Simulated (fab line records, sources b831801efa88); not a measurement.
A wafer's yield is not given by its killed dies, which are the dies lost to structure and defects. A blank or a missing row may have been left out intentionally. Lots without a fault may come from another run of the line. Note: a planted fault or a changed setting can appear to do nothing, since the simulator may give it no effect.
Matching of chambers	flow gf180mcu	GF_POLY_GATE_ETCH_12 on rie_diel-02 has 4 sister chambers
The step etches BARC in N2/H2. 14 wafers are shown with their chamber, then 7 later ones without.

EACH WAFER AND ITS CHAMBER
wafer	chamber	drypump_motor_current_A (A)	oes_product_au (a.u.)	throttle_valve_pct (%)
L920.3	2	6.2	0.742	13.210
L920.5	1	6.0	0.732	13.236
L920.6	2	6.2	0.726	13.201
L921.1	1	6.0	0.735	13.219
L921.4	0	6.1	0.730	13.224
L921.5	0	6.1	0.738	13.199
L925.1	1	6.0	0.742	13.217
L925.5	1	6.0	0.736	13.207
L925.6	2	6.2	0.742	13.204
L926.2	3	5.6	0.745	13.200
L926.5	0	6.1	0.740	13.231
L926.6	3	5.6	0.737	13.223
L928.1	0	6.1	0.731	13.220
L928.5	2	6.3	0.734	13.217

SIGNATURES, as means of the wafers listed above
reading	chamber 0	chamber 1	chamber 2	chamber 3	scatter within a chamber
drypump_motor_current_A	6.100	6.000	6.225	5.600	0.0274
oes_product_au	0.73475	0.73625	0.73600	0.74100	0.00579
throttle_valve_pct	13.21850	13.21975	13.20800	13.21150	0.0119
Rule: for each reading, subtract the chamber's mean from the wafer's reading, divide by that reading's scatter and square the result; add these up over the readings and take the root, which gives the wafer's distance from the chamber. The wafer belongs to the nearest chamber; if the next one is less than 2 further off, it can't be placed. The scatter: take each reading less its chamber's mean, square it, sum over the shown wafers, divide by the number of wafers less the number of chambers, and take the root.

WAFERS MISSING THEIR CHAMBER
wafer	drypump_motor_current_A (A)	oes_product_au (a.u.)	throttle_valve_pct (%)
L928.6	5.6	0.732	13.209
L938.1	6.1	0.731	13.218
L938.2	6.2	0.735	13.209
L938.3	6.0	0.731	13.218
L940.2	6.1	0.740	13.210
L940.3	6.2	0.737	13.214
L940.5	6.2	0.732	13.227

WHICH CHAMBER EACH ONE RAN IN
wafer	from the rows above	in truth
L928.6	3	3
L938.1	0	0
L938.2	2	2
L938.3	1	1
L940.2	0	0
L940.3	2	2
L940.5	can't be placed: 2 or 0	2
Correctly placed: 6 of 7. Unplaceable from these rows: 1, with the true chamber sitting among the candidates in 1. Wrongly placed: 0.
